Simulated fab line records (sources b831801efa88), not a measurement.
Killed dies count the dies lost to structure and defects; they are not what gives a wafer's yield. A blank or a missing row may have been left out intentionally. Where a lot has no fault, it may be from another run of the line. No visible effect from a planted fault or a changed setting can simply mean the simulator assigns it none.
fab line records | flow sky130
record: lots: 5 wafers: 15 lastDay: 50
route steps=708 shown CAPM@552 METAL3@555 VIA3@573
lots that met no fault: from a run of the same line without faults
startH: hours from the record's first day to the start of the lot's first wafer shown | waitH: how many hours have passed since the lot's step before this one | " identical to the entry in the row above | L1.1+2: one row covering several wafers at once | - no value, or no start given | * or withheld: withheld | < > ~ a bound
route shown NAME@n: names a module that has steps shown in the file, with the first one's number in the route | usual: mean/standard deviation of fault-free wafers | same: alike in all rows | chamber/n: place in a boat | sites: readings site by site | _std_site: their standard deviation | _edge_site: inner sites' mean taken away from outer sites' mean | radiusMm: for every site, how far away it sits from the centre of the wafer | mask NAME#n: copy n | behind: the most recent tool/chamber to have shaped the wafer | hold: why the lot was held/for how many hours/how that ended | device: transistor that didn't switch, given as n, p or np | end of line: tests of these same wafers at the route's end | a step with no rows: only its recipe | killed: not the wafer's yield, but the dies lost to structure and defects at the first sort | map: shows each die of a wafer: x if killed, . if not, _ if none is there
set.NAME: the setting that was run; set.NAME@STEP: the one run at that earlier step | model.NAME: the simulator's own value behind a step, which no gauge read
lots at some steps of the route; a table a step, a row a wafer
services: from which hour (startH, from the record's first day; less than 0 if before it) a tool's chamber was out of use, for how many hours, and why
== steps ==
step: SKY_CAPM_STRIP_15
recipe: chemistry: postEtchResidueRemover timeS: 1200 tempC: 72.5
same: timeS: 1200
columns lot.wafer tool chamber startH waitH
L081.3+4+5 wetBench-03 0 918.32 0.0
L083.1+4+5 wetBench-03 2 935.00 0.3
L087.1+2+4 wetBench-02 2 963.09 0.1
L093.2+3+6 wetBench-04 3 1007.89 0.1
L096.1+2+6 wetBench-03 0 1041.59 0.1
step: SKY_CAPM_CLEAN_16
recipe: chemistry: IPA timeS: 180 tempC: 25
same: timeS: 180
columns lot.wafer tool chamber startH waitH
L081.3+4+5 wetBench-04 2 918.69 0.0
L083.1+4+5 wetBench-02 1 935.34 0.0
L087.1+2+4 wetBench-02 2 963.43 0.0
L093.2+3+6 wetBench-04 3 1008.23 0.0
L096.1+2+6 wetBench-02 0 1041.93 0.0
step: SKY_CAPM_CLEAN_17
recipe: chemistry: O3/DIW dry: n2Spin
columns lot.wafer tool chamber startH waitH
L081.3+4+5 wetBench-02 3 918.75 0.0
L083.1+4+5 wetBench-03 3 935.40 0.0
L087.1+2+4 wetBench-02 1 963.49 0.0
L093.2+3+6 wetBench-04 3 1008.29 0.0
L096.1+2+6 wetBench-04 2 1041.99 0.0
step: SKY_METAL3_DEHYDRATE_05
recipe: tempC: 200 timeS: 60
usual: plateTempC: 200.01/0.15
same: timeS: 60
columns lot.wafer tool chamber startH waitH plateTempC
L081.3 lithoTrack-01 0 931.15 12.3 200.14
L081.4 " 0 " " 200.03
L081.5 " 0 " " 200.07
L083.1 lithoTrack-03 0 947.64 12.1 200.25
L083.4 " 0 " " 199.99
L083.5 " 0 " " 199.80
L087.1 lithoTrack-04 0 975.73 12.1 199.90
L087.2 " 0 " " 200.09
L087.4 " 0 " " 200.01
L093.2 lithoTrack-03 0 1017.66 9.3 199.87
L093.3 " 0 " " 200.01
L093.6 " 0 " " 200.14
L096.1 lithoTrack-03 0 1053.39 11.3 200.12
L096.2 " 0 " " 200.08
L096.6 " 0 " " 199.97
step: SKY_METAL3_HMDS_06
recipe: primeTimeS: 60 primeTempC: 120
same: primeTimeS: 60
columns lot.wafer tool chamber startH waitH
L081.3+4+5 lithoTrack-01 0 931.30 0.1
L083.1+4+5 lithoTrack-03 0 947.79 0.1
L087.1+2+4 lithoTrack-04 0 975.88 0.1
L093.2+3+6 lithoTrack-03 0 1017.81 0.1
L096.1+2+6 lithoTrack-03 0 1053.54 0.1
step: SKY_METAL3_COAT_07
recipe: resist: BARC tempC: withheld timeS: withheld spinRpm: 3000 resistThkNm: 60
columns lot.wafer tool chamber startH waitH
L081.3+4+5 lithoTrack-01 0 931.45 0.1
L083.1+4+5 lithoTrack-03 0 947.94 0.1
L087.1+2+4 lithoTrack-04 0 976.03 0.1
L093.2+3+6 lithoTrack-03 0 1017.96 0.1
L096.1+2+6 lithoTrack-03 0 1053.69 0.1
step: SKY_METAL3_COAT_08
recipe: resist: KrF-thick spinRpm: 3000 resistThkNm: 1140
columns lot.wafer tool chamber startH waitH
L081.3+4+5 lithoTrack-01 0 - -
L083.1+4+5 lithoTrack-03 0 - -
L087.1+2+4 lithoTrack-04 0 - -
L093.2+3+6 lithoTrack-03 0 - -
L096.1+2+6 lithoTrack-03 0 - -
step: SKY_METAL3_SOFTBAKE_09
recipe: tempC: 100 timeS: 90 resist: KrF-thick
usual: plateTempC: 99.98/0.12
same: timeS: 90
columns lot.wafer tool chamber startH waitH plateTempC
L081.3 lithoTrack-01 0 - - 99.93
L081.4 " 0 " " 100.04
L081.5 " 0 " " 99.81
L083.1 lithoTrack-03 0 - - 100.05
L083.4 " 0 " " 99.94
L083.5 " 0 " " 99.99
L087.1 lithoTrack-04 0 - - 100.21
L087.2 " 0 " " 100.08
L087.4 " 0 " " 100.11
L093.2 lithoTrack-03 0 - - 100.14
L093.3 " 0 " " 100.15
L093.6 " 0 " " 99.93
L096.1 lithoTrack-03 0 - - 99.84
L096.2 " 0 " " 99.80
L096.6 " 0 " " 99.86
step: SKY_METAL3_EXPOSE_10
recipe: maskId: MM3 na: 0.68 sourceShape: annular sigmaInner: 0.4 sigmaOuter: 0.8 targetCdNm: 300 doseMj: 28
usual: exposureDoseMJCm2: 28.21/0.21 focusOffsetNm: 0.0/0.46
columns lot.wafer tool chamber startH waitH mask exposureDoseMJCm2 focusOffsetNm
L081.3 krfScanner-01 0 - - MM3#0 28.01 0.3
L081.4 " 0 " " MM3#0 27.99 0.4
L081.5 " 0 " " MM3#0 27.99 0.7
L083.1 krfScanner-02 0 - - MM3#0 28.44 0.1
L083.4 " 0 " " MM3#0 28.43 0.5
L083.5 " 0 " " MM3#0 28.44 0.6
L087.1 krfScanner-02 0 - - MM3#0 28.43 -0.2
L087.2 " 0 " " MM3#0 28.45 -0.7
L087.4 " 0 " " MM3#0 28.43 -0.4
L093.2 krfScanner-02 0 - - MM3#0 28.46 0.6
L093.3 " 0 " " MM3#0 28.44 0.2
L093.6 " 0 " " MM3#0 28.41 0.1
L096.1 krfScanner-02 0 - - MM3#0 28.36 0.2
L096.2 " 0 " " MM3#0 28.37 -0.2
L096.6 " 0 " " MM3#0 28.41 0.2
step: SKY_METAL3_PEB_11
recipe: pebTempC: withheld pebTimeS: withheld resist: KrF-thick
columns lot.wafer tool chamber startH waitH
L081.3+4+5 lithoTrack-01 0 - -
L083.1+4+5 lithoTrack-01 0 - -
L087.1+2+4 lithoTrack-01 0 - -
L093.2+3+6 lithoTrack-04 0 - -
L096.1+2+6 lithoTrack-01 0 - -
step: SKY_METAL3_DEVELOP_12
recipe: developTimeS: 60 resist: KrF-thick devTempC: 21
columns lot.wafer tool chamber startH waitH
L081.3+4+5 lithoTrack-01 0 - -
L083.1+4+5 lithoTrack-01 0 - -
L087.1+2+4 lithoTrack-01 0 - -
L093.2+3+6 lithoTrack-04 0 - -
L096.1+2+6 lithoTrack-01 0 - -
step: SKY_METAL3_CD_MEAS_13
recipe: targetCdNm: 300
usual: cdNm: 299.7/1.3
columns lot.wafer tool chamber startH waitH cdNm
L081.3 cdSem-02 - 943.09 - 300.8
L081.4 " - " " 301.7
L081.5 " - " " 301.3
L083.1 cdSem-02 - 959.70 - 300.5
L083.4 " - " " 301.4
L083.5 " - " " 299.6
L087.1 cdSem-01 - 986.95 - 298.8
L087.2 " - " " 299.3
L087.4 " - " " 299.1
L093.2 cdSem-02 - 1030.70 - 299.5
L093.3 " - " " 300.9
L093.6 " - " " 300.7
L096.1 cdSem-01 - 1063.65 - 301.8
L096.2 " - " " 301.4
L096.6 " - " " 301.4
step: SKY_METAL3_OVL_MEAS_14
usual: METAL3_OVL: 0/5.2
columns lot.wafer tool chamber startH waitH METAL3_OVL[nm]
L081.3 overlay-02 - 943.18 0.1 -3
L081.4 " - " " 0
L081.5 " - " " -7
L083.1 overlay-01 - 959.82 0.1 6
L083.4 " - " " 0
L083.5 " - " " 5
L087.1 overlay-02 - 987.07 0.1 -7
L087.2 " - " " -4
L087.4 " - " " -3
L093.2 overlay-02 - 1030.80 0.1 -7
L093.3 " - " " -5
L093.6 " - " " 4
L096.1 overlay-01 - 1063.77 0.1 -3
L096.2 " - " " 3
L096.6 " - " " -3
step: SKY_METAL3_DESCUM_15
recipe: chemistry: O2 sourcePowerW: 150 biasPowerW: 0 pressureMtorr: 10 tempC: 40 timeS: 8
usual: chamberPressureMTorr: 10.000/0.0095 drypumpMotorCurrentA: 5.9/0.34 oesProductAu: 0.997/0.0084
same: timeS: 8
columns lot.wafer tool chamber startH waitH chamberPressureMTorr drypumpMotorCurrentA oesProductAu rfHoursCounterH
L081.3 rieMetal-03 0 943.22 0.0 9.996 5.5 0.998 -
L081.4 " 1 " " 9.998 6.3 1.007 -
L081.5 " 1 " " 10.006 6.3 0.995 -
L083.1 rieMetal-02 1 959.86 0.0 10.006 6.0 0.999 6
L083.4 " 0 " " 10.008 5.6 0.997 -
L083.5 " 1 " " 10.002 6.0 0.983 -
L087.1 rieMetal-02 0 987.11 0.0 10.009 5.6 1.000 13
L087.2 " 1 " " 9.997 6.0 0.989 7
L087.4 " 1 " " 9.999 6.0 0.992 -
L093.2 rieMetal-02 1 1030.83 0.0 10.008 6.0 0.986 9
L093.3 " 1 " " 9.986 6.0 0.975 -
L093.6 " 1 " " 9.978 6.0 0.972 -
L096.1 rieMetal-04 0 1063.81 0.0 10.001 6.3 1.005 18
L096.2 " 1 " " 10.002 6.0 1.004 10
L096.6 " 0 " " 9.993 6.3 1.002 -
step: SKY_METAL3_ETCH_16
recipe: chemistry: N2/H2 target: BARC ionEnergyEv: 200 biasW: 100 pressureMtorr: 30 n2FlowSccm: 100 h2FlowSccm: 200 icpW: 500 stopOn: SiO2 timeS: 88.2 targetDepthA: 600
usual: chamberPressureMTorr: 30.003/0.027 drypumpMotorCurrentA: 5.9/0.34 n2FlowSccm: 100.07/0.29 oesProductAu: 0.625/0.0045 throttleValvePct: 13.204/0.0091
same: timeS: 88.2
columns lot.wafer tool chamber startH waitH chamberPressureMTorr drypumpMotorCurrentA n2FlowSccm oesProductAu rfHoursCounterH throttleValvePct
L081.3 rieMetal-03 0 943.27 0.0 29.930 5.5 99.41 0.631 - 13.199
L081.4 " 1 " " 30.021 6.4 99.81 0.626 - 13.215
L081.5 " 1 " " 29.991 6.4 100.29 0.625 - 13.212
L083.1 rieMetal-02 1 959.89 0.0 30.024 6.1 99.82 0.631 6 13.207
L083.4 " 0 " " 29.946 5.6 100.05 0.628 - 13.200
L083.5 " 1 " " 30.000 6.0 100.37 0.623 - 13.198
L087.1 rieMetal-02 0 987.14 0.0 30.046 5.6 100.53 0.629 13 13.194
L087.2 " 1 " " 30.034 6.0 100.20 0.621 7 13.192
L087.4 " 1 " " 29.960 6.0 99.68 0.621 - 13.194
L093.2 rieMetal-02 1 1030.86 0.0 30.006 6.0 100.14 0.620 9 13.212
L093.3 " 1 " " 30.045 6.1 99.99 0.627 - 13.194
L093.6 " 1 " " 30.026 6.0 100.48 0.632 - 13.194
L096.1 rieMetal-04 0 1063.84 0.0 30.022 6.4 100.43 0.629 18 13.202
L096.2 " 1 " " 30.005 6.0 100.44 0.619 10 13.206
L096.6 " 0 " " 30.033 6.4 100.26 0.619 - 13.204
step: SKY_METAL3_ETCH_17
recipe: target: SiO2 stopOn: TiN chemistry: C4F8/O2/Ar sourceW: 1500 biasW: 1200 pressureMtorr: 40 c4f8FlowSccm: withheld O2_flow_sccm: 6 Ar_flow_sccm: 300 timeS: 3.9 targetDepthA: 150
usual: chamberPressureMTorr: 40.00/0.038 oesProductAu: 0.748/0.007
same: timeS: 3.9
columns lot.wafer tool chamber startH waitH chamberPressureMTorr oesProductAu rfHoursCounterH
L081.3 rieDiel-04 2 943.34 0.0 40.03 0.734 6
L081.4 " 1 " " 40.00 0.753 10
L081.5 " 1 " " 40.00 0.753 -
L083.1 rieDiel-01 1 959.99 0.1 40.02 0.737 6
L083.4 " 0 " " 40.01 0.740 5
L083.5 " 3 " " 40.06 0.750 -
L087.1 rieDiel-02 0 987.24 0.1 39.94 0.743 22
L087.2 " 2 " " 39.97 0.738 14
L087.4 " 3 " " 39.93 0.750 7
L093.2 rieDiel-02 2 1030.96 0.1 40.01 0.741 15
L093.3 " 3 " " 40.02 0.736 9
L093.6 " 2 " " 40.07 0.749 -
L096.1 rieDiel-02 1 1063.94 0.1 39.95 0.750 9
L096.2 " 3 " " 40.01 0.741 10
L096.6 " 2 " " 39.98 0.750 -
step: SKY_METAL3_METAL_ETCH_18
recipe: targetDepthA: 8450 stopOn: SiO2 overEtchFrac: 0.3 timeS: 183.1 chemistry: Cl2/BCl3 resistSidewallDeg: 88 pressureMtorr: 10.48 icpW: 900 biasW: 48.5 Cl2_flow_sccm: 60 bcl3FlowSccm: 30
usual: chamberPressureMTorr: 10.479/0.01 drypumpMotorCurrentA: 6.0/0.34 oesProductAu: 0.866/0.0061 throttleValvePct: 21.713/0.0089
same: timeS: 183.1
columns lot.wafer tool chamber startH waitH chamberPressureMTorr drypumpMotorCurrentA oesProductAu rfHoursCounterH throttleValvePct
L081.3 rieMetal-04 1 943.42 0.1 10.485 6.0 0.861 - 21.694
L081.4 " 0 " " 10.472 6.3 0.869 - 21.708
L081.5 " 1 " " 10.473 6.0 0.866 - 21.700
L083.1 rieMetal-03 0 960.01 0.0 10.478 5.4 0.870 19 21.714
L083.4 " 1 " " 10.471 6.4 0.869 - 21.704
L083.5 " 1 " " 10.468 6.3 0.869 - 21.700
L087.1 rieMetal-03 0 987.26 0.0 10.477 5.4 0.858 21 21.718
L087.2 " 1 " " 10.473 6.4 0.861 16 21.724
L087.4 " 0 " " 10.485 5.5 0.863 - 21.705
L093.2 rieMetal-04 1 1030.98 0.0 10.465 6.0 0.876 8 21.717
L093.3 " 0 " " 10.480 6.3 0.873 - 21.708
L093.6 " 1 " " 10.490 6.0 0.873 - 21.717
L096.1 rieMetal-03 0 1063.96 0.0 10.479 5.5 0.866 3 21.710
L096.2 " 1 " " 10.463 6.3 0.867 21 21.699
L096.6 " 1 " " 10.493 6.4 0.862 - 21.719
step: SKY_METAL3_STRIP_19
recipe: chemistry: O2/N2 powerW: 1400 pressureMtorr: 1500 platenTempC: withheld o2FlowSccm: 3000 n2FlowSccm: 300 overashFraction: 0.5
usual: chamberPressureMTorr: 1500.0/1.5 drypumpMotorCurrentA: 6.0/0.48 n2FlowSccm: 299.9/0.9 oesProductAu: 0.501/0.0052 stripTimeToEndpointS: 6.49/0.069
columns lot.wafer tool chamber startH waitH chamberPressureMTorr drypumpMotorCurrentA n2FlowSccm oesProductAu rfHoursCounterH stripTimeToEndpointS
L081.3 plasmaAsher-03 0 943.57 0.1 1503.6 5.5 298.7 0.502 - 6.41
L081.4 " 1 " " 1498.5 6.5 300.5 0.503 - 6.45
L081.5 " 0 " " 1498.8 5.5 299.4 0.506 - 6.45
L083.1 plasmaAsher-02 1 960.18 0.1 1498.8 6.4 300.8 0.504 19 6.64
L083.4 " 0 " " 1500.0 5.4 300.2 0.505 - 6.60
L083.5 " 0 " " 1499.9 5.4 300.6 0.503 - 6.64
L087.1 plasmaAsher-02 0 987.43 0.1 1497.0 5.4 298.7 0.501 23 6.56
L087.2 " 1 " " 1500.5 6.4 300.5 0.497 23 6.56
L087.4 " 0 " " 1501.4 5.4 299.7 0.506 - 6.56
L093.2 plasmaAsher-01 0 1031.16 0.1 1500.7 5.5 299.8 0.502 94 6.48
L093.3 " 0 " " 1500.5 5.5 300.3 0.495 - 6.48
L093.6 " 1 " " 1500.8 6.4 299.8 0.510 - 6.52
L096.1 plasmaAsher-01 1 1064.13 0.1 1500.3 6.4 301.7 0.497 99 6.45
L096.2 " 0 " " 1500.7 5.5 300.6 0.500 99 6.52
L096.6 " 1 " " 1499.0 6.4 301.1 0.501 - 6.47
step: SKY_METAL3_STRIP_20
recipe: chemistry: postEtchResidueRemover timeS: 1200 tempC: 72.5
same: timeS: 1200
columns lot.wafer tool chamber startH waitH
L081.3+4+5 wetBench-01 1 943.63 0.0
L083.1+4+5 wetBench-01 0 960.32 0.1
L087.1+2+4 wetBench-02 2 987.53 0.1
L093.2+3+6 wetBench-01 2 1031.26 0.1
L096.1+2+6 wetBench-02 3 1064.23 0.1
step: SKY_METAL3_CLEAN_21
recipe: chemistry: IPA timeS: 180 tempC: 25
same: timeS: 180
columns lot.wafer tool chamber startH waitH
L081.3+4+5 wetBench-01 0 943.98 0.0
L083.1+4+5 wetBench-01 1 960.67 0.0
L087.1+2+4 wetBench-01 1 987.94 0.0
L093.2+3+6 wetBench-03 3 1031.60 0.0
L096.1+2+6 wetBench-01 2 1064.58 0.0
step: SKY_METAL3_CLEAN_22
recipe: chemistry: O3/DIW dry: n2Spin
columns lot.wafer tool chamber startH waitH
L081.3+4+5 wetBench-01 3 944.03 0.0
L083.1+4+5 wetBench-01 2 960.72 0.0
L087.1+2+4 wetBench-03 1 988.00 0.0
L093.2+3+6 wetBench-01 1 1031.67 0.0
L096.1+2+6 wetBench-02 2 1064.69 0.0
step: SKY_VIA3_HDPCVD_00
recipe: material: SiO2 targetThkNm: 1635 sigmaOpenFrac: 0.3 timeS: 272.5 tempC: 400 sih4FlowSccm: 60 pressureMtorr: 6
usual: susceptorTempC: 400.02/0.22
same: timeS: 272.5
columns lot.wafer tool chamber startH waitH susceptorTempC
L081.3 hdpcvd-01 1 944.13 0.0 399.73
L081.4 " 0 " " 400.22
L081.5 " 2 " " 400.12
L083.1 hdpcvd-02 1 960.89 0.1 399.98
L083.4 " 2 " " 400.06
L083.5 " 0 " " 399.84
L087.1 hdpcvd-02 1 988.10 0.0 399.87
L087.2 " 0 " " 399.81
L087.4 " 1 " " 399.84
L093.2 hdpcvd-01 1 1031.76 0.0 399.81
L093.3 " 2 " " 400.28
L093.6 " 0 " " 400.04
L096.1 hdpcvd-01 1 1064.78 0.0 400.36
L096.2 " 0 " " 399.72
L096.6 " 0 " " 399.72
step: SKY_VIA3_THK_MEAS_01
recipe: reads: SiO2_of_VIA3_HDPCVD_00
usual: VIA3_HDPCVD_THK: 1637/18
columns lot.wafer tool chamber startH waitH VIA3_HDPCVD_THK[nm]
L081.3 filmMetro-02 - 944.31 0.1 1637
L081.4 " - " " 1648
L081.5 " - " " 1622
L083.1 filmMetro-02 - 961.06 0.1 1683
L083.4 " - " " 1656
L083.5 " - " " 1642
L087.1 filmMetro-04 - 988.26 0.1 1640
L087.2 " - " " 1645
L087.4 " - " " 1647
L093.2 filmMetro-02 - 1031.93 0.1 1605
L093.3 " - " " 1605
L093.6 " - " " 1623
L096.1 filmMetro-02 - 1064.95 0.1 1625
L096.2 " - " " 1636
L096.6 " - " " 1617
step: SKY_VIA3_CMP_02
recipe: material: SiO2 downForcePsi: 4 platenRpm: 60 padVelocityMS: 0.94248
usual: motorCurrentA: 12.7/1
columns lot.wafer tool chamber startH waitH motorCurrentA
L081.4 cmp-01 1 944.35 0.0 13.5
L081.3 " 2 " " 13.5
L081.5 " 2 " " 13.9
L083.1 cmp-01 2 961.15 0.1 13.1
L083.4 " 0 " " 12.8
L083.5 " 3 " " 12.9
L087.4 cmp-01 3 988.32 0.0 11.7
L087.2 " 0 " " 12.5
L087.1 " 1 " " 13.7
L093.3 cmp-02 3 1032.03 0.1 11.7
L093.2 " 1 " " 12.3
L093.6 " 3 " " 11.5
L096.2 cmp-02 3 1065.11 0.1 11.1
L096.1 " 0 " " 11.4
L096.6 " 1 " " 12.3
step: SKY_VIA3_BOW_MEAS_03
recipe: mode: bow
usual: VIA3_BOW: 80/7.3
columns lot.wafer tool chamber startH waitH VIA3_BOW[um]
L081.3 filmMetro-02 - 944.69 0.2 81
L081.4 " - " " 92
L081.5 " - " " 87
L083.1 filmMetro-01 - 961.45 0.2 74
L083.4 " - " " 67
L083.5 " - " " 83
L087.1 filmMetro-01 - 988.62 0.1 84
L087.2 " - " " 76
L087.4 " - " " 93
L093.2 filmMetro-04 - 1032.30 0.1 79
L093.3 " - " " 76
L093.6 " - " " 80
L096.1 filmMetro-04 - 1065.31 0.1 85
L096.2 " - " " 74
L096.6 " - " " 75
step: SKY_VIA3_DEHYDRATE_04
recipe: tempC: 200 timeS: 60
usual: plateTempC: 199.99/0.15
same: timeS: 60
columns lot.wafer tool chamber startH waitH plateTempC
L081.3 lithoTrack-01 0 956.95 12.2 199.89
L081.4 " 0 " " 200.09
L081.5 " 0 " " 200.02
L083.1 lithoTrack-03 0 973.04 11.6 200.11
L083.4 " 0 " " 199.89
L083.5 " 0 " " 199.81
L087.1 lithoTrack-02 0 1001.07 12.4 199.96
L087.2 " 0 " " 199.90
L087.4 " 0 " " 200.00
L093.2 lithoTrack-03 0 1041.56 9.2 199.93
L093.3 " 0 " " 199.92
L093.6 " 0 " " 199.92
L096.1 lithoTrack-03 0 1076.74 11.4 199.82
L096.2 " 0 " " 199.80
L096.6 " 0 " " 199.56
step: SKY_VIA3_HMDS_05
recipe: primeTimeS: 60 primeTempC: 120
same: primeTimeS: 60
columns lot.wafer tool chamber startH waitH
L081.3+4+5 lithoTrack-01 0 957.10 0.1
L083.1+4+5 lithoTrack-03 0 973.19 0.1
L087.1+2+4 lithoTrack-02 0 1001.22 0.1
L093.2+3+6 lithoTrack-03 0 1041.71 0.1
L096.1+2+6 lithoTrack-03 0 1076.89 0.1
step: SKY_VIA3_COAT_06
recipe: resist: BARC tempC: withheld timeS: withheld spinRpm: 3000 resistThkNm: 60
columns lot.wafer tool chamber startH waitH
L081.3+4+5 lithoTrack-01 0 957.25 0.1
L083.1+4+5 lithoTrack-03 0 973.34 0.1
L087.1+2+4 lithoTrack-02 0 1001.37 0.1
L093.2+3+6 lithoTrack-03 0 1041.86 0.1
L096.1+2+6 lithoTrack-03 0 1077.04 0.1
step: SKY_VIA3_COAT_07
recipe: resist: KrF-thick spinRpm: 3000 resistThkNm: 450
columns lot.wafer tool chamber startH waitH
L081.3+4+5 lithoTrack-01 0 - -
L083.1+4+5 lithoTrack-03 0 - -
L087.1+2+4 lithoTrack-02 0 - -
L093.2+3+6 lithoTrack-03 0 - -
L096.1+2+6 lithoTrack-03 0 - -
step: SKY_VIA3_SOFTBAKE_08
recipe: tempC: 100 timeS: 90 resist: KrF-thick
usual: plateTempC: 100.00/0.14
same: timeS: 90
columns lot.wafer tool chamber startH waitH plateTempC
L081.3 lithoTrack-01 0 - - 99.88
L081.4 " 0 " " 99.99
L081.5 " 0 " " 99.84
L083.1 lithoTrack-03 0 - - 100.00
L083.4 " 0 " " 99.98
L083.5 " 0 " " 100.02
L087.1 lithoTrack-02 0 - - 100.18
L087.2 " 0 " " 100.22
L087.4 " 0 " " 100.18
L093.2 lithoTrack-03 0 - - 100.08
L093.3 " 0 " " 99.82
L093.6 " 0 " " 99.99
L096.1 lithoTrack-03 0 - - 100.13
L096.2 " 0 " " 99.86
L096.6 " 0 " " 99.89
step: SKY_VIA3_EXPOSE_09
recipe: maskId: VIM3 na: 0.8 sourceShape: annular sigmaInner: 0.55 sigmaOuter: 0.85 targetCdNm: 200 doseMj: 38
usual: exposureDoseMJCm2: 38.31/0.3 focusOffsetNm: 0.1/0.51
columns lot.wafer tool chamber startH waitH mask exposureDoseMJCm2 focusOffsetNm
L081.3 krfScanner-02 0 - - VIM3#0 38.54 0.5
L081.4 " 0 " " VIM3#0 38.52 0.4
L081.5 " 0 " " VIM3#0 38.50 0.4
L083.1 krfScanner-01 0 - - VIM3#0 37.94 0.4
L083.4 " 0 " " VIM3#0 37.95 -0.6
L083.5 " 0 " " VIM3#0 37.96 -0.6
L087.1 krfScanner-01 0 - - VIM3#0 38.02 0.2
L087.2 " 0 " " VIM3#0 37.99 0.1
L087.4 " 0 " " VIM3#0 38.00 0.6
L093.2 krfScanner-01 0 - - VIM3#0 37.97 0.0
L093.3 " 0 " " VIM3#0 38.01 0.9
L093.6 " 0 " " VIM3#0 37.95 0.0
L096.1 krfScanner-01 0 - - VIM3#0 37.95 -0.2
L096.2 " 0 " " VIM3#0 37.99 0.0
L096.6 " 0 " " VIM3#0 38.03 -0.3
step: SKY_VIA3_PEB_10
recipe: pebTempC: withheld pebTimeS: withheld resist: KrF-thick
columns lot.wafer tool chamber startH waitH
L081.3+4+5 lithoTrack-03 0 - -
L083.1+4+5 lithoTrack-02 0 - -
L087.1+2+4 lithoTrack-01 0 - -
L093.2+3+6 lithoTrack-02 0 - -
L096.1+2+6 lithoTrack-01 0 - -
step: SKY_VIA3_DEVELOP_11
recipe: developTimeS: 60 resist: KrF-thick devTempC: 21
columns lot.wafer tool chamber startH waitH
L081.3+4+5 lithoTrack-03 0 - -
L083.1+4+5 lithoTrack-02 0 - -
L087.1+2+4 lithoTrack-01 0 - -
L093.2+3+6 lithoTrack-02 0 - -
L096.1+2+6 lithoTrack-01 0 - -
== services ==
columns tool chamber startH hours kind
rieMetal-02 - 899.17 2.8 pm
wetBench-01 - 899.73 4.4 pm
krfScanner-01 - 901.96 4.0 pm
cmp-01 - 923.74 1.1 repair
cmp-01 - 925.22 0.6 repair
wetBench-04 - 931.80 32.2 pm
rieDiel-02 2 933.70 23.4 repair
krfScanner-01 - 943.33 1.0 pm
rieMetal-04 - 944.86 15.6 pm
hdpcvd-01 - 950.25 15.0 pm
krfScanner-01 - 950.50 0.6 repair
krfScanner-02 - 966.18 0.8 pm
wetBench-02 - 974.13 4.4 pm
krfScanner-01 - 975.88 0.8 pm
wetBench-04 - 991.69 1.3 repair
krfScanner-02 - 997.14 1.0 pm
krfScanner-02 - 998.14 1.3 pm
rieMetal-03 - 1044.60 2.8 pm
krfScanner-01 - 1050.56 1.3 pm
krfScanner-02 - 1050.68 0.1 repair
rieMetal-04 - 1060.83 1.4 pm
rieMetal-04 1 1066.61 1.7 repair
krfScanner-02 - 1080.43 7.4 repair
krfScanner-01 - 1081.12 3.0 repair
== key ==
fault none
